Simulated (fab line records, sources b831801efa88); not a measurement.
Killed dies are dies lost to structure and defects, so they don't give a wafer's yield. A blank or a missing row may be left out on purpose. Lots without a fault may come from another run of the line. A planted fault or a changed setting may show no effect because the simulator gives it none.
A struck lot beside a sound one | flow sky130 | 37 steps out of a route of 708
Sound: wafers L432.3, L432.5, L432.6. Struck: wafers L439.1, L439.3, L439.4. The cause comes at the end.
At each step with rows: each side's tool, then ch and its chambers, then its first start. Under that, the readings that differ: sound wafers | struck wafers | difference of the means | sigmas: that difference in standard deviations of wafers without a fault.
alike: readings whose means differ by less than 2 such deviations, and words and numbers that are the same on both sides. not compared: withheld readings, readings that some wafer has no value for, bounds like >300 that may hide the same value, and numbers for which the record gives no deviation and whose values overlap.
The two part at a step that has a row with sigmas, a row that says differs or no value, or rows on one side only. Numbers that don't overlap but have no deviation are shown without sigmas and don't part them. A reading that every wafer of one side lacks parts them only if that side has two wafers or more.

first, 10 steps without rows for these wafers: SKY_LDD_LDN_SOFTBAKE_03 (time 60 s); SKY_LDD_LDN_EXPOSE_04 (exposes mask LDNTM, target cd 700 nm); SKY_LDD_LDN_PEB_05; SKY_LDD_LDN_DEVELOP_06 (develop time 60 s); SKY_LDD_LDN_IMPLANT_08; SKY_LDD_LDN_IMPLANT_09; SKY_LDD_LDN_IMPLANT_10; SKY_LDD_LDN_IMPLANT_11; SKY_LDD_LDN_STRIP_12 (strips in O2/N2); SKY_LDD_LDN_CLEAN_14 (cleans in SC1/SC2, time 150 s).
SKY_SPACER_CVD_00: deposits Si3N4 from DCS/NH3, target thk 43.1 nm, time 740 s.
  sound on lpcvd-02 ch 0, day 24 00:29; struck on lpcvd-02 ch 1, day 26 13:05
  reading                                  | sound             | struck            | difference | sigmas
  model.Si3N4_of_SPACER_CVD_00.thk_nm (nm) | 43.27 43.37 43.45 | 38.35 38.03 38.42 | -5.10      |
  alike: spike_tc_centre_C
SKY_SPACER_THK_MEAS_01:
  sound on film_metro-03, day 24 01:43; struck on film_metro-04, day 26 14:18
  reading                | sound          | struck         | difference | sigmas
  SPACER_CVD_00_THK (nm) | 43.2 43.3 43.5 | 38.3 38.1 38.4 | -5.1       | -12
SKY_SPACER_ETCHBACK_02: etches Si3N4 in CH3F/O2, stops on SiO2, time 46.7 s, target depth 45 nm.
  sound on rie_diel-02 ch 0,1,3, day 24 01:45; struck on rie_diel-02 ch 0,2,3, day 26 14:22
  reading                  | sound             | struck            | difference | sigmas
  oes_product_au (a.u.)    | 0.858 0.858 0.853 | 0.796 0.800 0.801 | -0.057     | -8
  model.etch.depth_nm (nm) | 43.27 43.37 43.45 | 38.35 38.03 38.42 | -5.10      |
  alike: drypump_motor_current_A, rf_fwd_power_W, throttle_valve_pct
  not compared: rf_hours_counter_h
then, 22 steps without rows for these wafers: SKY_POLY_CUT_DEHYDRATE_00 (time 60 s); SKY_POLY_CUT_HMDS_01 (prime time 60 s); SKY_POLY_CUT_COAT_02 (resist thk 60 nm); SKY_POLY_CUT_COAT_03 (resist thk 450 nm); SKY_POLY_CUT_SOFTBAKE_04 (time 87.3 s); SKY_POLY_CUT_EXPOSE_05 (exposes mask NPCM, target cd 270 nm); SKY_POLY_CUT_PEB_06; SKY_POLY_CUT_DEVELOP_07 (develop time 60 s); SKY_POLY_CUT_ETCH_10 (etches BARC in N2/H2, stops on SiO2, time 45.9 s, target depth 60 nm); SKY_POLY_CUT_ETCH_11 (etches Si3N4 in CF4/CH2F2/Ar, stops on poly-Si, time 42.5 s, target depth 60 nm); SKY_POLY_CUT_STRIP_12 (strips in O2/N2); SKY_SD_P_DEHYDRATE_00 (time 60 s); SKY_SD_P_HMDS_01 (prime time 60 s); SKY_SD_P_COAT_02 (resist thk 1140 nm); SKY_SD_P_SOFTBAKE_03 (time 60 s); SKY_SD_P_EXPOSE_04 (exposes mask PSDM, target cd 380 nm); SKY_SD_P_PEB_05; SKY_SD_P_DEVELOP_06 (develop time 60 s); SKY_SD_P_IMPLANT_09; SKY_SD_P_STRIP_10 (strips in O2/N2); SKY_RES_XHIGH_DEHYDRATE_00 (time 60 s); SKY_RES_XHIGH_HMDS_01 (prime time 60 s).
-- the record jumps here: 5 days lie between the struck wafers' starts before and after (it left off in module RES_XHIGH and takes up again in module SALICIDE, whose first step shown is number 361 of the route) --
SKY_SALICIDE_CLEAN_00: cleans in HF-last, time 30 s.
  sound on wet_bench-02 ch 2, day 28 22:29; struck on wet_bench-03 ch 2, day 31 08:20
  reading                                  | sound             | struck            | difference | sigmas
  model.Si3N4_of_SPACER_CVD_00.thk_nm (nm) | 42.29 42.38 42.46 | 37.37 37.05 37.44 | -5.09      |
-- the record jumps here: 17 days lie between the struck wafers' starts before and after (it left off in module SALICIDE and takes up again in module PAD_OPEN, whose first step shown is number 708 of the route) --
SKY_PAD_OPEN_PROBE_99:
  sound on prober-02, day 46 17:26; struck on prober-01, day 48 11:56
  reading                                    | sound                | struck               | difference | sigmas
  model.etest.pfet_01v8.r_on_ohm_um          | 3028 3041 2924       | 2787 2728 2820       | -219       |
  model.etest.sonos_uncharged.r_on_ohm_um    | 824.3 812.5 795      | 775 775.1 782.9      | -33        |
  model.etest.pfet_01v8.drive_ua_um          | 182.4 179.8 189.4    | 200.9 204.9 196.1    | +16.8      |
  model.etest.pfet_01v8_hvt.drive_ua_um      | 133.8 134.8 142.2    | 149.6 153.7 148.7    | +13.7      |
  model.etest.pfet_01v8.off_log10_a_um       | -10.95 -10.63 -10.11 | -9.6 -9.124 -9.333   | +1.2       |
  model.etest.sram_pfet_latch.off_log10_a_um | -13.38 -13.24 -12.74 | -12.36 -12.28 -12.71 | +0.67      |
  model.etest.pfet_01v8_hvt.off_log10_a_um   | -13.43 -13.38 -13.23 | -12.87 -12.61 -12.71 | +0.62      |
  alike: killed_at_M0_to_M3, killed_at_M4_up, killed_at_contacts, killed_at_front_end, killed_at_other, killed_dies, killed_open, killed_short
  not compared: model.etest.sram_pfet_latch.drive_ua_um

WHERE THEY PART
First at SKY_SPACER_THK_MEAS_01; last, within this record, at SKY_SPACER_ETCHBACK_02. Later steps at which nothing parts them and some readings are alike: SKY_PAD_OPEN_PROBE_99.

WHY: what the simulator had put in
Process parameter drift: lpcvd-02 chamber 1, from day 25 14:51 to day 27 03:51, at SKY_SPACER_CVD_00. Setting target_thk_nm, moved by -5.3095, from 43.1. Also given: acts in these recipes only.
